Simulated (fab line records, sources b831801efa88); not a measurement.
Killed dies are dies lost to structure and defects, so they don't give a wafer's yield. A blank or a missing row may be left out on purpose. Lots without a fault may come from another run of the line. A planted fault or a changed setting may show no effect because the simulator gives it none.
Problem report in the 8D (eight disciplines) form, filled by code | flow sky130 | the parts of the form that need people (team, actions taken, sign-off) are left out

1. THE PROBLEM
overpolish_run_s at SKY_CONTACT_CMP_27 reads a mean of 0.041 s on 3 wafers of 3 lots; wafers without a fault read 15.001 s with a standard deviation of 0.0096. That is -99 or more standard deviations from the usual mean.
The step: polishes, stops on SiO2, t overpolish 15 s, target thk 0 nm.
First seen on wafer L923.4, day 34 23:00, on cmp-02. The record holds 38 wafers of 13 lots with a number at this step. Rule for "out", or "out of limits": more than 4 standard deviations from the usual mean. The other wafers with a number count as sound.

2. WHAT IT IS AND WHAT IT IS NOT
question                    | is                                   | is not
which readings at this step | overpolish_run_s, time_to_endpoint_s | head_pressure_psi, motor_current_A, slurry_filter_dp_kPa
which lots                  | L923, L925, L926                     | L911, L912, L913, L914, L915, L917, L919, L927, L930, L933
which wafers of those lots  | L923.4, L925.6, L926.4               | L923.3, L925.1, L925.5, L926.1, L926.3
read on which tools         | cmp-02                               | cmp-01
when                        | from day 34 23:00                    | up to then (22 sound wafers); but 13 sound wafers of L925, L926, L927, L930, L933 came after

3. SUSPECTS, AND WHAT RULES EACH OUT
Counting: a tool at a process step up to the reading stays a suspect if it ran every lot that is out. Sound lots after the first of them don't rule it out here, since some wafers of a struck lot are sound.
- rtp_anneal-01 at SKY_NWELL_RTA_28 (time 30 s): kept. It ran every lot that is out, first L923 (day 8 09:24); its last sound lot up to then is L919 (day 7 15:09).
- cmp-02 at SKY_CONTACT_CMP_27 (polishes, stops on SiO2, t overpolish 15 s, target thk 0 nm): kept. It ran every lot that is out, first L923 (day 34 23:00); its last sound lot up to then is L915 (day 32 19:27). Its own readings are out on those wafers: overpolish_run_s, time_to_endpoint_s.
Left after counting: rtp_anneal-01 at SKY_NWELL_RTA_28, cmp-02 at SKY_CONTACT_CMP_27.

4. THE CAUSE (what the simulator had put in)
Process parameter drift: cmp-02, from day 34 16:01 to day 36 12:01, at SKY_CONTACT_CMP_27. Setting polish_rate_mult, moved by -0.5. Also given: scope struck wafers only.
Counting left 2 suspects, and this tool is among them.

5. THE CHAIN OF EFFECTS, in route order
Each row: a reading whose mean over the struck wafers that have a number lies more than 3 standard deviations from the usual. Only readings for which the record gives a usual standard deviation are gone through. hours: the time from each lot's start at the first step in this table that gives one to its start at this step, as a median over the lots. sigmas: the change in usual standard deviations.
hours | step                  | reading            | usual    | on struck wafers | change  | sigmas
0     | SKY_CONTACT_CMP_27    | overpolish_run_s   | 15.001 s | 0.041            | -14.960 | -99 or more
0     | SKY_CONTACT_CMP_27    | time_to_endpoint_s | 83 s     | 127              | +44     | +13
319   | SKY_PAD_OPEN_PROBE_99 | killed_at_contacts | 25       | 430              | +405    | +75
319   | SKY_PAD_OPEN_PROBE_99 | killed_dies        | 86       | 492              | +406    | +44
319   | SKY_PAD_OPEN_PROBE_99 | killed_on_rim      | 17       | 96               | +79     | +20
The process steps in it:
- SKY_CONTACT_CMP_27: polishes, stops on SiO2, t overpolish 15 s, target thk 0 nm.
- SKY_PAD_OPEN_PROBE_99

6. WHAT WOULD HAVE CAUGHT IT SOONER
In this record the first reading out of limits was taken at day 34 23:00, 7 hours after the fault began at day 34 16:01.
